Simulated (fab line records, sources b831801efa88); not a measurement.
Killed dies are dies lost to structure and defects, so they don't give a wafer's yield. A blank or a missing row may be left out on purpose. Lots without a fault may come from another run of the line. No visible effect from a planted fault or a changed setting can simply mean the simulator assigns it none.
fab line records ; flow gf180mcu
[record] lots = 24; wafers = 72; last_day = 34
route steps=602 shown PSD@259 SALICIDE@284 M1@331 V2@396 M3@424
lots with no fault: from the same line, run without faults
start_h: hours from the record's first day to the start of the lot's first wafer shown ; wait_h: hours since the lot's step before ; " repeats the value in the row above ; L1.1+2: several wafers, shown together as one row ; - value missing, or start not given ; * or withheld: withheld ; < > ~ a bound
route shown NAME@n: a module of which the file shows steps, and the number in the route of the first ; usual: mean and standard deviation over wafers with no fault ; same: alike in all rows ; chamber/n: place in a boat ; sites: each site's reading ; _std_site: their standard deviation ; _edge_site: mean of outer sites minus mean of inner sites ; radius_mm: for every site, how far away it sits from the centre of the wafer ; mask NAME#n: copy n ; behind: the tool/chamber that last shaped the wafer ; hold: why the lot was held/for how many hours/how that ended ; device: names the non-switching transistor (n, p or np) ; end of line: tests of these same wafers at the route's end ; where a step has no rows: the recipe by itself ; killed: dies that structure and defects cost at the first sort, which is not the same as the wafer's yield ; map: per-die view of a wafer (x killed, . not killed, _ where there is no die)
set.NAME: the setting the step ran with; set.NAME@STEP: the setting that earlier step ran with ; model.NAME: the simulator's own value behind a step, which no gauge read
steps of the route over a sample of lots; a table a step, a row a wafer
services: a tool's chamber out of use, with start hour (start_h, from the record's first day; less than 0 if before it), hours out, and reason
[[steps]]
[step GF_PSD_TW_MEAS_11]
[usual] PSD_TW = 3169/30
lot.wafer;tool;chamber;start_h;wait_h;PSD_TW
L074.2;film_metro-04;-;318.05;0.1;3202
L074.4;film_metro-04;-;318.05;0.1;3220
L074.5;film_metro-04;-;318.05;0.1;3209
L075.1;film_metro-02;-;324.74;0.1;3167
L075.4;film_metro-02;-;324.74;0.1;3166
L075.6;film_metro-02;-;324.74;0.1;3170
L076.1;film_metro-04;-;333.39;0.1;3226
L076.3;film_metro-04;-;333.39;0.1;3228
L076.6;film_metro-04;-;333.39;0.1;3219
L077.2;film_metro-02;-;336.80;0.1;3151
L077.3;film_metro-02;-;336.80;0.1;3162
L077.5;film_metro-02;-;336.80;0.1;3160
L078.1;film_metro-02;-;346.31;0.1;3163
L078.3;film_metro-02;-;346.31;0.1;3168
L078.6;film_metro-02;-;346.31;0.1;3142
L079.3;film_metro-02;-;353.31;0.1;3169
L079.5;film_metro-02;-;353.31;0.1;3178
L079.6;film_metro-02;-;353.31;0.1;3154
L080.2;film_metro-03;-;360.10;0.1;3132
L080.5;film_metro-03;-;360.10;0.1;3136
L080.6;film_metro-03;-;360.10;0.1;3153
L081.1;film_metro-02;-;373.23;0.1;3164
L081.2;film_metro-02;-;373.23;0.1;3154
L081.6;film_metro-02;-;373.23;0.1;3141
L082.2;film_metro-04;-;380.57;0.1;3211
L082.3;film_metro-04;-;380.57;0.1;3196
L082.6;film_metro-04;-;380.57;0.1;3197
L083.1;film_metro-03;-;388.99;0.1;3137
L083.4;film_metro-03;-;388.99;0.1;3136
L083.6;film_metro-03;-;388.99;0.1;3131
L084.2;film_metro-03;-;397.60;0.1;3144
L084.3;film_metro-03;-;397.60;0.1;3146
L084.4;film_metro-03;-;397.60;0.1;3128
L085.1;film_metro-02;-;408.84;0.1;3168
L085.3;film_metro-02;-;408.84;0.1;3192
L085.6;film_metro-02;-;408.84;0.1;3171
L086.1;film_metro-02;-;415.04;0.1;3170
L086.3;film_metro-02;-;415.04;0.1;3163
L086.6;film_metro-02;-;415.04;0.1;3161
L087.1;film_metro-04;-;419.19;0.1;3234
L087.5;film_metro-04;-;419.19;0.1;3227
L087.6;film_metro-04;-;419.19;0.1;3218
L088.1;film_metro-02;-;437.34;0.1;3149
L088.3;film_metro-02;-;437.34;0.1;3149
L088.5;film_metro-02;-;437.34;0.1;3147
L089.1;film_metro-02;-;451.06;0.1;3167
L089.3;film_metro-02;-;451.06;0.1;3150
L089.4;film_metro-02;-;451.06;0.1;3147
L090.3;film_metro-02;-;454.41;0.1;3162
L090.4;film_metro-02;-;454.41;0.1;3140
L090.6;film_metro-02;-;454.41;0.1;3153
L091.1;film_metro-02;-;473.24;0.1;3146
L091.4;film_metro-02;-;473.24;0.1;3153
L091.6;film_metro-02;-;473.24;0.1;3166
L092.4;film_metro-03;-;478.67;0.1;3136
L092.5;film_metro-03;-;478.67;0.1;3131
L092.6;film_metro-03;-;478.67;0.1;3133
L093.1;film_metro-04;-;490.54;0.1;3214
L093.5;film_metro-04;-;490.54;0.1;3201
L093.6;film_metro-04;-;490.54;0.1;3207
L095.1;film_metro-03;-;493.29;0.1;3121
L095.4;film_metro-03;-;493.29;0.1;3129
L095.6;film_metro-03;-;493.29;0.1;3130
L094.1;film_metro-02;-;493.86;0.1;3167
L094.4;film_metro-02;-;493.86;0.1;3153
L094.5;film_metro-02;-;493.86;0.1;3180
L096.3;film_metro-04;-;502.86;0.1;3211
L096.4;film_metro-04;-;502.86;0.1;3209
L096.6;film_metro-04;-;502.86;0.1;3195
L097.2;film_metro-02;-;513.17;0.1;3184
L097.5;film_metro-02;-;513.17;0.1;3163
L097.6;film_metro-02;-;513.17;0.1;3158
[step GF_SALICIDE_RTA_06]
[recipe] temp_c = 530; time_s = 30; ambient = N2
[usual] lamp_power_pct = 6.05/0.15; wafer_temp_C_max = 533.1/0.75
lot.wafer;tool;chamber;start_h;wait_h;lamp_power_pct;wafer_temp_C_max
L074.2;rtp_anneal-02;0;340.40;0.1;5.86;534.4
L074.4;rtp_anneal-02;0;340.40;0.1;5.85;533.4
L074.5;rtp_anneal-02;0;340.40;0.1;5.85;533.4
L075.1;rtp_anneal-02;0;347.41;0.1;5.86;533.9
L075.4;rtp_anneal-02;0;347.41;0.1;5.86;533.0
L075.6;rtp_anneal-02;0;347.41;0.1;5.85;534.2
L076.1;rtp_anneal-01;0;355.81;0.1;6.18;532.9
L076.3;rtp_anneal-01;0;355.81;0.1;6.18;532.4
L076.6;rtp_anneal-01;0;355.81;0.1;6.18;532.4
L077.2;rtp_anneal-01;0;359.01;0.1;6.16;533.4
L077.3;rtp_anneal-01;0;359.01;0.1;6.17;532.9
L077.5;rtp_anneal-01;0;359.01;0.1;6.16;534.0
L078.1;rtp_anneal-01;0;369.29;0.1;6.17;532.8
L078.3;rtp_anneal-01;0;369.29;0.1;6.16;533.4
L078.6;rtp_anneal-01;0;369.29;0.1;6.16;533.0
L079.3;rtp_anneal-01;0;377.33;0.1;6.16;532.3
L079.5;rtp_anneal-01;0;377.33;0.1;6.17;532.6
L079.6;rtp_anneal-01;0;377.33;0.1;6.17;533.7
L080.2;rtp_anneal-01;0;384.62;0.1;6.16;533.4
L080.5;rtp_anneal-01;0;384.62;0.1;6.17;532.7
L080.6;rtp_anneal-01;0;384.62;0.1;6.18;532.8
L081.1;rtp_anneal-01;0;397.44;0.1;6.17;532.6
L081.2;rtp_anneal-01;0;397.44;0.1;6.16;532.6
L081.6;rtp_anneal-01;0;397.44;0.1;6.18;533.4
L082.2;rtp_anneal-01;0;404.13;0.1;6.17;532.6
L082.3;rtp_anneal-01;0;404.13;0.1;6.17;533.1
L082.6;rtp_anneal-01;0;404.13;0.1;6.16;532.2
L083.1;rtp_anneal-02;0;412.88;0.1;5.85;534.9
L083.4;rtp_anneal-02;0;412.88;0.1;5.86;535.1
L083.6;rtp_anneal-02;0;412.88;0.1;5.86;533.2
L084.2;rtp_anneal-01;0;422.13;0.1;6.17;531.9
L084.3;rtp_anneal-01;0;422.13;0.1;6.18;532.3
L084.4;rtp_anneal-01;0;422.13;0.1;6.16;532.9
L085.1;rtp_anneal-02;0;433.87;0.1;5.86;533.5
L085.3;rtp_anneal-02;0;433.87;0.1;5.86;534.0
L085.6;rtp_anneal-02;0;433.87;0.1;5.86;533.4
L086.1;rtp_anneal-01;0;440.50;0.1;6.15;532.2
L086.3;rtp_anneal-01;0;440.50;0.1;6.17;533.4
L086.6;rtp_anneal-01;0;440.50;0.1;6.17;532.1
L087.1;rtp_anneal-01;0;444.38;0.1;6.17;532.9
L087.5;rtp_anneal-01;0;444.38;0.1;6.17;532.8
L087.6;rtp_anneal-01;0;444.38;0.1;6.18;532.2
L088.1;rtp_anneal-02;0;462.91;0.1;5.85;534.1
L088.3;rtp_anneal-02;0;462.91;0.1;5.85;534.0
L088.5;rtp_anneal-02;0;462.91;0.1;5.86;532.7
L089.1;rtp_anneal-02;0;475.71;0.1;5.86;533.7
L089.3;rtp_anneal-02;0;475.71;0.1;5.86;533.2
L089.4;rtp_anneal-02;0;475.71;0.1;5.85;533.9
L090.3;rtp_anneal-01;0;479.45;0.1;6.17;532.3
L090.4;rtp_anneal-01;0;479.45;0.1;6.16;533.3
L090.6;rtp_anneal-01;0;479.45;0.1;6.17;532.4
L091.1;rtp_anneal-02;0;497.54;0.1;5.86;534.0
L091.4;rtp_anneal-02;0;497.54;0.1;5.86;532.8
L091.6;rtp_anneal-02;0;497.54;0.1;5.86;533.1
L092.4;rtp_anneal-02;0;502.91;0.1;5.86;533.2
L092.5;rtp_anneal-02;0;502.91;0.1;5.86;534.1
L092.6;rtp_anneal-02;0;502.91;0.1;5.86;532.3
L093.1;rtp_anneal-02;0;515.03;0.1;5.86;533.7
L093.5;rtp_anneal-02;0;515.03;0.1;5.86;534.2
L093.6;rtp_anneal-02;0;515.03;0.1;5.85;534.1
L095.1;rtp_anneal-01;0;516.96;0.1;6.18;532.2
L095.4;rtp_anneal-01;0;516.96;0.1;6.17;532.7
L095.6;rtp_anneal-01;0;516.96;0.1;6.17;532.8
L094.1;rtp_anneal-01;0;517.89;0.1;6.18;532.6
L094.4;rtp_anneal-01;0;517.89;0.1;6.17;532.3
L094.5;rtp_anneal-01;0;517.89;0.1;6.17;532.6
L096.3;rtp_anneal-01;0;527.22;0.1;6.17;532.5
L096.4;rtp_anneal-01;0;527.22;0.1;6.18;532.7
L096.6;rtp_anneal-01;0;527.22;0.1;6.18;532.3
L097.2;rtp_anneal-01;0;536.98;0.1;6.18;532.6
L097.5;rtp_anneal-01;0;536.98;0.1;6.17;532.4
L097.6;rtp_anneal-01;0;536.98;0.1;6.17;531.8
[step GF_M1_METAL_ETCH_16]
[recipe] chemistry = Cl2/BCl3; mask_material = KrF; target_depth_nm = 750.8; stop_on = SiO2; pressure_mtorr = 8; icp_w = 800; bias_w = 140; Cl2_flow_sccm = 80; bcl3_flow_sccm = 40; time_s = 125.1
[usual] bcl3_flow_sccm = 40.01/0.11; drypump_motor_current_A = 5.5/0.3; oes_product_au = 0.991/0.0056; throttle_valve_pct = 28.228/0.0095
lot.wafer;tool;chamber;start_h;wait_h;bcl3_flow_sccm;drypump_motor_current_A;oes_product_au;rf_hours_counter_h;throttle_valve_pct
L074.2;rie_metal-01;0;387.54;0.0;40.16;6.0;0.997;7;28.230
L074.4;rie_metal-01;1;387.54;0.0;39.99;5.5;0.996;-;28.221
L074.5;rie_metal-01;0;387.54;0.0;40.18;6.0;0.991;-;28.234
L075.1;rie_metal-03;1;394.49;0.0;39.99;5.5;0.981;12;28.233
L075.4;rie_metal-03;1;394.49;0.0;40.10;5.5;0.982;-;28.224
L075.6;rie_metal-03;0;394.49;0.0;40.06;5.0;1.002;-;28.230
L076.1;rie_metal-01;0;403.89;0.0;39.94;6.0;0.992;8;28.219
L076.3;rie_metal-01;0;403.89;0.0;39.95;6.0;0.988;-;28.228
L076.6;rie_metal-01;0;403.89;0.0;40.00;6.0;0.997;-;28.228
L077.2;rie_metal-03;1;406.44;0.0;40.05;5.5;0.990;12;28.220
L077.3;rie_metal-03;0;406.44;0.0;39.95;5.1;0.986;-;28.222
L077.5;rie_metal-03;1;406.44;0.0;40.24;5.5;0.990;-;28.233
L078.1;rie_metal-01;0;416.77;0.0;39.99;6.0;0.989;8;28.215
L078.3;rie_metal-01;1;416.77;0.0;40.05;5.6;1.002;-;28.226
L078.6;rie_metal-01;1;416.77;0.0;39.96;5.5;0.992;-;28.220
L079.3;rie_metal-03;0;427.03;0.1;39.81;5.1;0.995;-;28.216
L079.5;rie_metal-03;1;427.03;0.1;39.88;5.5;0.988;-;28.234
L079.6;rie_metal-03;0;427.03;0.1;40.15;5.1;0.992;-;28.222
L080.2;rie_metal-03;1;434.27;0.0;40.05;5.5;0.991;13;28.230
L080.5;rie_metal-03;0;434.27;0.0;39.89;5.1;0.983;-;28.225
L080.6;rie_metal-03;1;434.27;0.0;39.94;5.5;0.994;-;28.239
L081.1;rie_metal-03;0;447.22;0.0;39.97;5.1;0.995;2;28.223
L081.2;rie_metal-03;0;447.22;0.0;40.00;5.1;0.992;-;28.245
L081.6;rie_metal-03;0;447.22;0.0;40.17;5.1;1.001;-;28.214
L082.2;rie_metal-03;0;454.48;0.1;40.03;5.1;0.991;-;28.233
L082.3;rie_metal-03;0;454.48;0.1;39.99;5.1;0.984;-;28.231
L082.6;rie_metal-03;0;454.48;0.1;40.07;5.1;0.995;-;28.236
L083.1;rie_metal-01;1;464.02;0.0;39.90;5.6;0.992;2;28.247
L083.4;rie_metal-01;1;464.02;0.0;39.87;5.5;0.987;-;28.247
L083.6;rie_metal-01;1;464.02;0.0;39.73;5.5;0.989;-;28.218
L084.2;rie_metal-04;1;472.94;0.0;39.97;5.2;0.986;3;28.258
L084.3;rie_metal-04;0;472.94;0.0;40.15;5.4;0.994;-;28.221
L084.4;rie_metal-04;1;472.94;0.0;40.01;5.2;0.983;-;28.240
L085.1;rie_metal-04;1;484.74;0.0;39.93;5.2;0.978;3;28.219
L085.3;rie_metal-04;0;484.74;0.0;40.10;5.4;0.991;-;28.230
L085.6;rie_metal-04;0;484.74;0.0;39.94;5.4;0.997;-;28.235
L086.1;rie_metal-01;0;490.89;0.0;39.99;6.0;0.982;10;28.228
L086.3;rie_metal-01;0;490.89;0.0;39.99;6.0;0.988;-;28.231
L086.6;rie_metal-01;0;490.89;0.0;39.89;6.0;0.990;-;28.219
L087.1;rie_metal-03;1;496.19;0.0;39.84;5.5;0.999;1;28.242
L087.5;rie_metal-03;0;496.19;0.0;40.00;5.1;0.995;-;28.226
L087.6;rie_metal-03;1;496.19;0.0;39.88;5.5;0.991;-;28.255
L088.1;rie_metal-01;0;512.57;0.0;39.96;6.0;0.988;10;28.225
L088.3;rie_metal-01;1;512.57;0.0;39.87;5.6;0.997;-;28.208
L088.5;rie_metal-01;0;512.57;0.0;40.12;6.0;0.994;-;28.222
L089.1;rie_metal-04;1;524.48;0.0;39.93;5.2;0.983;4;28.243
L089.3;rie_metal-04;1;524.48;0.0;39.77;5.2;0.985;-;28.214
L089.4;rie_metal-04;0;524.48;0.0;39.97;5.4;0.994;-;28.226
L090.3;rie_metal-04;0;528.88;0.1;40.06;5.4;0.996;-;28.231
L090.4;rie_metal-04;1;528.88;0.1;40.09;5.2;0.992;-;28.234
L090.6;rie_metal-04;1;528.88;0.1;39.91;5.2;0.985;-;28.230
L091.1;rie_metal-01;1;545.44;0.0;39.94;5.6;0.986;4;28.213
L091.4;rie_metal-01;0;545.44;0.0;39.95;5.9;0.995;-;28.215
L091.6;rie_metal-01;0;545.44;0.0;39.98;6.0;0.983;-;28.228
L092.4;rie_metal-03;0;550.83;0.1;40.09;5.1;0.991;-;28.227
L092.5;rie_metal-03;1;550.83;0.1;39.89;5.5;0.989;-;28.229
L092.6;rie_metal-03;0;550.83;0.1;39.96;5.1;1.001;-;28.225
L093.1;rie_metal-01;1;561.79;0.0;39.91;5.5;0.995;4;28.231
L093.5;rie_metal-01;1;561.79;0.0;40.22;5.5;0.983;-;28.230
L093.6;rie_metal-01;0;561.79;0.0;39.93;6.0;0.991;-;28.232
L095.1;rie_metal-03;0;564.39;0.0;40.03;5.1;0.994;5;28.203
L095.4;rie_metal-03;0;564.39;0.0;40.09;5.1;1.008;-;28.223
L095.6;rie_metal-03;0;564.39;0.0;40.24;5.1;0.993;-;28.224
L094.1;rie_metal-01;0;565.02;0.0;39.86;6.0;0.990;12;28.242
L094.4;rie_metal-01;0;565.02;0.0;40.14;6.0;0.989;-;28.249
L094.5;rie_metal-01;0;565.02;0.0;40.10;5.9;0.985;-;28.226
L096.3;rie_metal-04;0;574.46;0.1;39.83;5.4;0.997;-;28.231
L096.4;rie_metal-04;1;574.46;0.1;39.94;5.2;0.992;-;28.218
L096.6;rie_metal-04;0;574.46;0.1;40.02;5.4;0.991;-;28.213
L097.2;rie_metal-04;1;583.84;0.0;39.89;5.2;0.979;6;28.223
L097.5;rie_metal-04;0;583.84;0.0;39.83;5.4;0.992;-;28.216
L097.6;rie_metal-04;1;583.84;0.0;40.05;5.2;0.999;-;28.239
[step GF_V2_CD_MEAS_14]
[recipe] target_cd_nm = 260
[usual] cd_nm = 260.1/1
lot.wafer;tool;chamber;start_h;wait_h;cd_nm
L074.2;cd_sem-01;-;464.08;0.1;260.6
L074.4;cd_sem-01;-;464.08;0.1;260.4
L074.5;cd_sem-01;-;464.08;0.1;259.7
L075.1;cd_sem-02;-;471.02;0.1;259.7
L075.4;cd_sem-02;-;471.02;0.1;261.2
L075.6;cd_sem-02;-;471.02;0.1;261.1
L076.1;cd_sem-02;-;480.73;0.1;260.6
L076.3;cd_sem-02;-;480.73;0.1;261.0
L076.6;cd_sem-02;-;480.73;0.1;260.6
L077.2;cd_sem-01;-;484.25;0.1;258.0
L077.3;cd_sem-01;-;484.25;0.1;258.5
L077.5;cd_sem-01;-;484.25;0.1;259.0
L078.1;cd_sem-02;-;493.37;0.1;262.4
L078.3;cd_sem-02;-;493.37;0.1;261.0
L078.6;cd_sem-02;-;493.37;0.1;262.2
L079.3;cd_sem-01;-;504.80;0.1;259.2
L079.5;cd_sem-01;-;504.80;0.1;259.0
L079.6;cd_sem-01;-;504.80;0.1;258.2
L080.2;cd_sem-02;-;510.70;0.1;260.4
L080.5;cd_sem-02;-;510.70;0.1;259.7
L080.6;cd_sem-02;-;510.70;0.1;260.0
L081.1;cd_sem-02;-;522.26;0.1;259.8
L081.2;cd_sem-02;-;522.26;0.1;260.1
L081.6;cd_sem-02;-;522.26;0.1;259.1
L082.2;cd_sem-01;-;530.05;0.1;261.3
L082.3;cd_sem-01;-;530.05;0.1;261.4
L082.6;cd_sem-01;-;530.05;0.1;261.2
L083.1;cd_sem-01;-;538.86;0.1;260.5
L083.4;cd_sem-01;-;538.86;0.1;260.6
L083.6;cd_sem-01;-;538.86;0.1;260.8
L084.2;cd_sem-02;-;546.08;0.1;258.8
L084.3;cd_sem-02;-;546.08;0.1;258.5
L084.4;cd_sem-02;-;546.08;0.1;259.7
L085.1;cd_sem-01;-;556.45;0.1;259.2
L085.3;cd_sem-01;-;556.45;0.1;259.1
L085.6;cd_sem-01;-;556.45;0.1;258.4
L086.1;cd_sem-02;-;563.88;0.1;260.5
L086.3;cd_sem-02;-;563.88;0.1;260.2
L086.6;cd_sem-02;-;563.88;0.1;260.0
L087.1;cd_sem-02;-;568.10;0.1;260.9
L087.5;cd_sem-02;-;568.10;0.1;259.6
L087.6;cd_sem-02;-;568.10;0.1;261.3
L088.1;cd_sem-01;-;584.56;0.1;259.1
L088.3;cd_sem-01;-;584.56;0.1;258.2
L088.5;cd_sem-01;-;584.56;0.1;258.5
L089.1;cd_sem-02;-;595.38;0.1;260.1
L089.3;cd_sem-02;-;595.38;0.1;261.4
L089.4;cd_sem-02;-;595.38;0.1;260.5
L090.3;cd_sem-02;-;600.00;0.1;259.5
L090.4;cd_sem-02;-;600.00;0.1;260.1
L090.6;cd_sem-02;-;600.00;0.1;258.9
L091.1;cd_sem-02;-;615.01;0.1;260.0
L091.4;cd_sem-02;-;615.01;0.1;259.0
L091.6;cd_sem-02;-;615.01;0.1;260.2
L092.4;cd_sem-02;-;621.61;0.1;259.8
L092.5;cd_sem-02;-;621.61;0.1;259.4
L092.6;cd_sem-02;-;621.61;0.1;260.8
L093.1;cd_sem-02;-;630.10;0.1;261.5
L093.5;cd_sem-02;-;630.10;0.1;260.7
L093.6;cd_sem-02;-;630.10;0.1;261.7
L095.1;cd_sem-02;-;632.85;0.1;260.5
L095.4;cd_sem-02;-;632.85;0.1;259.8
L095.6;cd_sem-02;-;632.85;0.1;260.9
L094.1;cd_sem-01;-;633.21;0.1;261.5
L094.4;cd_sem-01;-;633.21;0.1;261.7
L094.5;cd_sem-01;-;633.21;0.1;261.6
L096.3;cd_sem-02;-;643.09;0.1;259.5
L096.4;cd_sem-02;-;643.09;0.1;257.2
L096.6;cd_sem-02;-;643.09;0.1;259.7
L097.2;cd_sem-02;-;650.57;0.1;260.3
L097.5;cd_sem-02;-;650.57;0.1;259.5
L097.6;cd_sem-02;-;650.57;0.1;260.6
[step GF_V2_CVD_23]
[recipe] material = W; target_thk_nm = 350; time_s = 104.94; temp_c = 400; pressure_torr = 40
[usual] chamber_pressure_Torr = 40.01/0.11; heater_power_w = 886/74
lot.wafer;tool;chamber;start_h;wait_h;chamber_pressure_Torr;heater_power_w
L074.2;cvd_w-02;1;465.01;0.0;40.01;809
L074.4;cvd_w-02;1;465.01;0.0;39.83;814
L074.5;cvd_w-02;0;465.01;0.0;39.84;938
L075.1;cvd_w-01;0;471.96;0.0;40.01;803
L075.4;cvd_w-01;0;471.96;0.0;40.01;780
L075.6;cvd_w-01;0;471.96;0.0;39.92;817
L076.1;cvd_w-01;1;481.65;0.0;40.08;983
L076.3;cvd_w-01;0;481.65;0.0;40.08;807
L076.6;cvd_w-01;1;481.65;0.0;39.94;966
L077.2;cvd_w-01;1;485.15;0.0;39.90;959
L077.3;cvd_w-01;1;485.15;0.0;39.94;942
L077.5;cvd_w-01;0;485.15;0.0;40.09;792
L078.1;cvd_w-02;0;494.28;0.0;39.84;934
L078.3;cvd_w-02;1;494.28;0.0;39.98;831
L078.6;cvd_w-02;0;494.28;0.0;39.92;935
L079.3;cvd_w-02;1;505.72;0.1;40.18;818
L079.5;cvd_w-02;0;505.72;0.1;40.08;923
L079.6;cvd_w-02;1;505.72;0.1;40.16;813
L080.2;cvd_w-01;1;511.63;0.0;39.90;989
L080.5;cvd_w-01;1;511.63;0.0;39.93;961
L080.6;cvd_w-01;0;511.63;0.0;40.09;801
L081.1;cvd_w-01;1;523.18;0.0;40.01;979
L081.2;cvd_w-01;0;523.18;0.0;40.11;819
L081.6;cvd_w-01;0;523.18;0.0;40.08;821
L082.2;cvd_w-01;0;530.95;0.0;39.96;809
L082.3;cvd_w-01;1;530.95;0.0;40.06;975
L082.6;cvd_w-01;0;530.95;0.0;39.79;823
L083.1;cvd_w-02;1;539.78;0.0;40.15;813
L083.4;cvd_w-02;0;539.78;0.0;39.94;948
L083.6;cvd_w-02;0;539.78;0.0;39.94;943
L084.2;cvd_w-02;1;547.06;0.0;40.00;824
L084.3;cvd_w-02;0;547.06;0.0;40.06;908
L084.4;cvd_w-02;1;547.06;0.0;40.26;843
L085.1;cvd_w-01;1;557.40;0.0;39.99;959
L085.3;cvd_w-01;0;557.40;0.0;39.78;806
L085.6;cvd_w-01;0;557.40;0.0;39.86;822
L086.1;cvd_w-01;0;564.80;0.0;40.26;830
L086.3;cvd_w-01;0;564.80;0.0;40.12;813
L086.6;cvd_w-01;1;564.80;0.0;39.92;991
L087.1;cvd_w-02;1;569.02;0.0;40.08;820
L087.5;cvd_w-02;1;569.02;0.0;40.00;810
L087.6;cvd_w-02;0;569.02;0.0;39.94;937
L088.1;cvd_w-02;1;585.52;0.0;40.09;833
L088.3;cvd_w-02;1;585.52;0.0;40.10;809
L088.5;cvd_w-02;1;585.52;0.0;40.12;828
L089.1;cvd_w-02;0;596.33;0.0;39.98;937
L089.3;cvd_w-02;1;596.33;0.0;40.03;808
L089.4;cvd_w-02;0;596.33;0.0;39.94;926
L090.3;cvd_w-02;0;600.92;0.1;40.04;934
L090.4;cvd_w-02;1;600.92;0.1;39.92;819
L090.6;cvd_w-02;0;600.92;0.1;39.92;925
L091.1;cvd_w-01;0;615.93;0.0;39.93;819
L091.4;cvd_w-01;1;615.93;0.0;39.95;968
L091.6;cvd_w-01;0;615.93;0.0;40.15;826
L092.4;cvd_w-01;1;622.51;0.1;39.99;957
L092.5;cvd_w-01;1;622.51;0.1;40.00;1005
L092.6;cvd_w-01;0;622.51;0.1;40.13;835
L093.1;cvd_w-01;0;631.05;0.0;40.04;800
L093.5;cvd_w-01;1;631.05;0.0;40.19;980
L093.6;cvd_w-01;0;631.05;0.0;40.14;816
L095.1;cvd_w-01;0;633.77;0.0;39.93;800
L095.4;cvd_w-01;1;633.77;0.0;40.15;984
L095.6;cvd_w-01;1;633.77;0.0;40.06;967
L094.1;cvd_w-02;1;634.16;0.0;39.90;816
L094.4;cvd_w-02;0;634.16;0.0;40.02;927
L094.5;cvd_w-02;0;634.16;0.0;39.80;912
L096.3;cvd_w-01;1;644.01;0.1;40.17;990
L096.4;cvd_w-01;0;644.01;0.1;39.95;790
L096.6;cvd_w-01;1;644.01;0.1;40.03;956
L097.2;cvd_w-01;0;651.47;0.0;40.01;824
L097.5;cvd_w-01;0;651.47;0.0;40.07;811
L097.6;cvd_w-01;1;651.47;0.0;39.98;975
[step GF_M3_OVL_MEAS_15]
[usual] M3_OVL = -5/6.2
lot.wafer;tool;chamber;start_h;wait_h;M3_OVL[nm]
L074.2;overlay-01;-;489.96;0.1;-1
L074.4;overlay-01;-;489.96;0.1;-2
L074.5;overlay-01;-;489.96;0.1;-6
L075.1;overlay-01;-;496.64;0.1;-2
L075.4;overlay-01;-;496.64;0.1;-1
L075.6;overlay-01;-;496.64;0.1;-1
L076.1;overlay-02;-;506.00;0.1;-6
L076.3;overlay-02;-;506.00;0.1;-9
L076.6;overlay-02;-;506.00;0.1;-7
L077.2;overlay-02;-;509.89;0.1;-10
L077.3;overlay-02;-;509.89;0.1;-18
L077.5;overlay-02;-;509.89;0.1;-19
L078.1;overlay-01;-;518.15;0.1;-4
L078.3;overlay-01;-;518.15;0.1;2
L078.6;overlay-01;-;518.15;0.1;-8
L079.3;overlay-01;-;529.46;0.1;1
L079.5;overlay-01;-;529.46;0.1;-6
L079.6;overlay-01;-;529.46;0.1;-6
L080.2;overlay-01;-;535.16;0.1;-6
L080.5;overlay-01;-;535.16;0.1;-5
L080.6;overlay-01;-;535.16;0.1;0
L081.1;overlay-01;-;547.10;0.1;-7
L081.2;overlay-01;-;547.10;0.1;-9
L081.6;overlay-01;-;547.10;0.1;-9
L082.2;overlay-01;-;554.26;0.1;-11
L082.3;overlay-01;-;554.26;0.1;-1
L082.6;overlay-01;-;554.26;0.1;-6
L083.1;overlay-01;-;562.10;0.1;-3
L083.4;overlay-01;-;562.10;0.1;-1
L083.6;overlay-01;-;562.10;0.1;1
L084.2;overlay-01;-;570.11;0.1;-16
L084.3;overlay-01;-;570.11;0.1;-17
L084.4;overlay-01;-;570.11;0.1;-17
L085.1;overlay-01;-;580.45;0.1;9
L085.3;overlay-01;-;580.45;0.1;6
L085.6;overlay-01;-;580.45;0.1;4
L086.1;overlay-01;-;587.60;0.1;7
L086.3;overlay-01;-;587.60;0.1;9
L086.6;overlay-01;-;587.60;0.1;4
L087.1;overlay-01;-;591.93;0.1;-5
L087.5;overlay-01;-;591.93;0.1;-6
L087.6;overlay-01;-;591.93;0.1;-6
L088.1;overlay-02;-;607.78;0.1;-11
L088.3;overlay-02;-;607.78;0.1;-7
L088.5;overlay-02;-;607.78;0.1;-8
L089.1;overlay-02;-;618.40;0.1;-10
L089.3;overlay-02;-;618.40;0.1;-11
L089.4;overlay-02;-;618.40;0.1;-10
L090.3;overlay-01;-;622.95;0.1;-6
L090.4;overlay-01;-;622.95;0.1;-5
L090.6;overlay-01;-;622.95;0.1;2
L091.1;overlay-01;-;637.53;0.1;-10
L091.4;overlay-01;-;637.53;0.1;0
L091.6;overlay-01;-;637.53;0.1;-3
L092.4;overlay-02;-;643.87;0.1;-8
L092.5;overlay-02;-;643.87;0.1;-9
L092.6;overlay-02;-;643.87;0.1;-4
L093.1;overlay-02;-;651.65;0.1;1
L093.5;overlay-02;-;651.65;0.1;3
L093.6;overlay-02;-;651.65;0.1;-9
L095.1;overlay-02;-;655.05;0.1;-4
L095.4;overlay-02;-;655.05;0.1;-11
L095.6;overlay-02;-;655.05;0.1;-15
L094.1;overlay-01;-;655.20;0.1;0
L094.4;overlay-01;-;655.20;0.1;-6
L094.5;overlay-01;-;655.20;0.1;2
L096.3;overlay-01;-;665.05;0.1;1
L096.4;overlay-01;-;665.05;0.1;-1
L096.6;overlay-01;-;665.05;0.1;-1
L097.2;overlay-01;-;671.71;0.1;-10
L097.5;overlay-01;-;671.71;0.1;2
L097.6;overlay-01;-;671.71;0.1;-7
[[services]]
tool;chamber;start_h;hours;kind
rie_metal-03;-;347.25;0.2;repair
rie_metal-01;1;359.35;-;clean
rie_metal-01;1;359.35;15.4;scheduled_down
rie_metal-01;1;359.35;15.4;vent_cycle
rie_metal-03;0;370.01;-;clean
rie_metal-01;-;377.89;1.4;pm
cvd_w-02;-;390.00;14.0;pm
cvd_w-02;0;390.00;14.0;vent_cycle
cvd_w-02;1;390.00;14.0;vent_cycle
rie_metal-04;-;400.71;28.1;pm
cvd_w-02;0;404.00;-;clean
cvd_w-02;1;404.00;-;clean
cvd_w-01;1;411.12;2.4;repair
cvd_w-01;0;411.99;5.3;repair
cvd_w-02;0;412.79;9.3;repair
cvd_w-02;-;421.21;6.9;pm
cvd_w-01;-;438.61;0.9;repair
cvd_w-01;0;439.28;24.5;repair
cvd_w-01;-;439.81;0.5;repair
rie_metal-03;1;459.53;5.0;repair
cvd_w-01;-;545.00;1.0;repair
rie_metal-04;0;590.49;9.3;repair
rtp_anneal-01;-;618.98;2.9;pm
cvd_w-01;1;640.14;2.1;repair
[[key]]
fault none
